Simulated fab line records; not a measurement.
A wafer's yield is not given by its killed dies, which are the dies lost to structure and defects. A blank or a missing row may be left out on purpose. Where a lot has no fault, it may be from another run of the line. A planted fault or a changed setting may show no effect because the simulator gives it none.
Tool commonality check | flow gf180mcu | 12 lots, 36 wafers sampled

WHY THIS WAS OPENED
At GF_LVPWELL_TW_MEAS_11 the reading LVPWELL_TW is flagged on 3 of 12 lots. Wafers without a fault read 559, standard deviation 3.4.
Rule: a lot is flagged in two cases, either no wafer of it has a number, or all its wafers with numbers fall more than 4 standard deviations from that mean. As for the other lots, they are considered sound.

lot  | measured    | on            | LVPWELL_TW, wafer by wafer | flag
L476 | day 3 20:16 | film-metro-03 | 566 562 560                |
L478 | day 4 10:59 | film-metro-03 | 561 561 562                |
L479 | day 4 13:44 | film-metro-03 | 563 564 565                |
L480 | day 4 19:42 | film-metro-04 | 557 558 555                |
L489 | day 6 22:49 | film-metro-03 | 617 617 621                | FLAGGED
L490 | day 7 05:42 | film-metro-01 | 610 611 609                | FLAGGED
L491 | day 7 09:26 | film-metro-04 | 615 610 611                | FLAGGED
L492 | day 7 13:00 | film-metro-01 | 557 556 558                |
L493 | day 8 08:47 | film-metro-01 | 557 558 560                |
L495 | day 8 13:16 | film-metro-04 | 556 556 557                |
L497 | day 8 17:51 | film-metro-03 | 559 560 558                |
L498 | day 9 04:56 | film-metro-04 | 556 556 559                |
The numbers of the flagged lots are 613 on average: +54 against the usual, or +16 standard deviations.

TOOL THAT RAN EACH LOT
Before the reading, the record contains 2 process steps out of a 602-step route. Every cell lists first the tool, next ch and the chambers used by the sampled wafers, and last the start.
lot  | flag    | GF_DNWELL_STRIP_08                  | GF_LVPWELL_IMPLANT_08
L476 |         | plasma-asher-02 ch 0,1, day 2 18:09 | implanter-03 ch 0, day 3 19:54
L478 |         | plasma-asher-03 ch 0,1, day 3 07:39 | implanter-02 ch 0, day 4 10:37
L479 |         | plasma-asher-03 ch 0,1, day 3 11:00 | implanter-02 ch 0, day 4 13:20
L480 |         | plasma-asher-02 ch 1, day 3 15:27   | implanter-03 ch 0, day 4 19:18
L489 | FLAGGED | plasma-asher-01 ch 0,1, day 5 17:04 | implanter-03 ch 0, day 6 22:25
L490 | FLAGGED | plasma-asher-03 ch 0,1, day 5 23:58 | implanter-03 ch 0, day 7 05:18
L491 | FLAGGED | plasma-asher-03 ch 0,1, day 6 03:16 | implanter-03 ch 0, day 7 09:02
L492 |         | plasma-asher-03 ch 0,1, day 6 06:57 | implanter-04 ch 0, day 7 12:36
L493 |         | plasma-asher-01 ch 0,1, day 7 00:08 | implanter-04 ch 0, day 8 08:25
L495 |         | plasma-asher-02 ch 0,1, day 7 05:17 | implanter-02 ch 0, day 8 12:54
L497 |         | plasma-asher-02 ch 1, day 7 09:01   | implanter-04 ch 0, day 8 17:27
L498 |         | plasma-asher-02 ch 0,1, day 7 18:46 | implanter-04 ch 0, day 9 04:32
What is done by these steps:
- GF_DNWELL_STRIP_08: strips in O2/N2.
- GF_LVPWELL_IMPLANT_08
- GF_LVPWELL_TW_MEAS_11

FLAGGED OVER TOTAL, TOOL BY TOOL (the gauges that took the reading come last)
step                  | tool            | lots run | flagged | share of the flagged lots | sound lots run after its first flagged lot
GF_DNWELL_STRIP_08    | plasma-asher-01 | 2        | 1       | some                      | 1 (L493)
GF_DNWELL_STRIP_08    | plasma-asher-02 | 5        | 0       | none                      | -
GF_DNWELL_STRIP_08    | plasma-asher-03 | 5        | 2       | some                      | 1 (L492)
GF_LVPWELL_IMPLANT_08 | implanter-02    | 3        | 0       | none                      | -
GF_LVPWELL_IMPLANT_08 | implanter-03    | 5        | 3       | all                       | 0
GF_LVPWELL_IMPLANT_08 | implanter-04    | 4        | 0       | none                      | -
GF_LVPWELL_TW_MEAS_11 | film-metro-01   | 3        | 1       | some                      | 2 (L492,L493)
GF_LVPWELL_TW_MEAS_11 | film-metro-03   | 5        | 1       | some                      | 1 (L497)
GF_LVPWELL_TW_MEAS_11 | film-metro-04   | 4        | 1       | some                      | 2 (L495,L498)

WHAT IS ALLOWED BY THE TABLE
1 row of the table ran every flagged lot: implanter-03 at GF_LVPWELL_IMPLANT_08.
- implanter-03 at GF_LVPWELL_IMPLANT_08 ran 5 lots, 3 of them flagged. Its last sound lot is L480 (day 4 19:18), its first flagged lot L489 (day 6 22:25): a fault that began between those two fits. Its own readings lie more than 4 standard deviations out on every wafer of the flagged lots: tilt-deg.
implanter-03 at GF_LVPWELL_IMPLANT_08 is the single tool remaining.

WHAT HAD BEEN PUT IN BY THE SIMULATOR
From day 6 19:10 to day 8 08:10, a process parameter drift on implanter-03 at GF_LVPWELL_IMPLANT_08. Setting tilt-deg shifted by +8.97 from 0. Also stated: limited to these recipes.
Shown lots that were struck: L489, L490, L491. The same result came from the rule above.
